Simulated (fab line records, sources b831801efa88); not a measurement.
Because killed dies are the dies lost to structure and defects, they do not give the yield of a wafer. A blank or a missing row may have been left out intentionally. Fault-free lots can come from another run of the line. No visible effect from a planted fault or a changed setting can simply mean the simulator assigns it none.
One fault through the eyes of 2 desks	flow sky130	only its own numbers are on each desk; what lay behind them is given at the end

== AT THE TOOL OWNER'S DESK: rie-diel-01 ==
The tool's own readings at SKY_POLY_GATE_ETCH_16 (etches Si3N4 in CH3F/O2, stops on poly-Si, time 147.5 s, target depth 75 nm): means of the sampled wafers that have a number, for each lot that ran on this tool. If a lot's mean is further than 4 standard deviations from the usual mean, the lot is out of limits and carries the mark OUT (the distance appears in the brackets).
Columns: A = drypump-motor-current-A at SKY_POLY_GATE_ETCH_16, usual 5.6 A; B = oes-product-au at SKY_POLY_GATE_ETCH_16, usual 0.640 a.u.; C = rf-fwd-power-W at SKY_POLY_GATE_ETCH_16, usual 398.2 W; D = throttle-valve-pct at SKY_POLY_GATE_ETCH_16, usual 10.535 %
lot	first seen here	A	B	C	D
L625	day 16 16:24	5.9	0.637	398.5	10.536
L637	day 21 07:19	5.9	0.640	334.9 (-49) OUT	10.538
L641	day 22 22:33	6.3	0.640	333.4 (-50) OUT	10.538
This desk finds L637, L641 out of limits, L637 being first, at day 21 07:19 (rf-fwd-power-W at SKY_POLY_GATE_ETCH_16). In limits: L625.

== FROM THE METROLOGY DESK ==
What the gauges read, lot by lot, whatever tool the lot ran on: means of the sampled wafers that have a number. If a lot's mean is further than 4 standard deviations from the usual mean, the lot is out of limits and carries the mark OUT (the distance appears in the brackets).
Columns: A = POLY_GATE_CVD_03_THK at SKY_POLY_GATE_THK_MEAS_04, usual 74.8 nm; B = cd-nm at SKY_POLY_GATE_CD_MEAS_13, usual 149.8 nm; C = POLY_GATE_OVL at SKY_POLY_GATE_OVL_MEAS_14, usual 0 nm
lot	first seen here	A	B	C
L625	day 15 11:53	73.9	149.2	-3
L628	day 16 16:38	75.4	148.9	-7
L637	day 20 00:46	75.1	150.1	1
L641	day 21 15:09	75.2	149.4	-4
L642	day 21 23:51	75.5	148.4	-0
L643	day 22 01:45	74.2	148.3	5
This desk's verdict: no lot among the 6 shows anything out of limits.

== TAKEN TOGETHER ==
An alarm could have come from the tool owner's desk at day 21 07:19, on L637, L641.
From the metrology desk's view, nothing was out of limits.
The metrology desk has L637, L641 on record, within its limits.
Of the lots named, all ran SKY_POLY_GATE_ETCH_16 on rie-diel-01.

== WHAT THE SIMULATOR HAD PUT IN ==
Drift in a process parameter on rie-diel-01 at SKY_POLY_GATE_ETCH_16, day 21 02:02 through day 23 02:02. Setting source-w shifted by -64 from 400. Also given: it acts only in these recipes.
Shown lots that were struck: L637, L641.
Delay in hours, fault start to first out-of-limits reading, by desk: the tool owner's desk at 5.
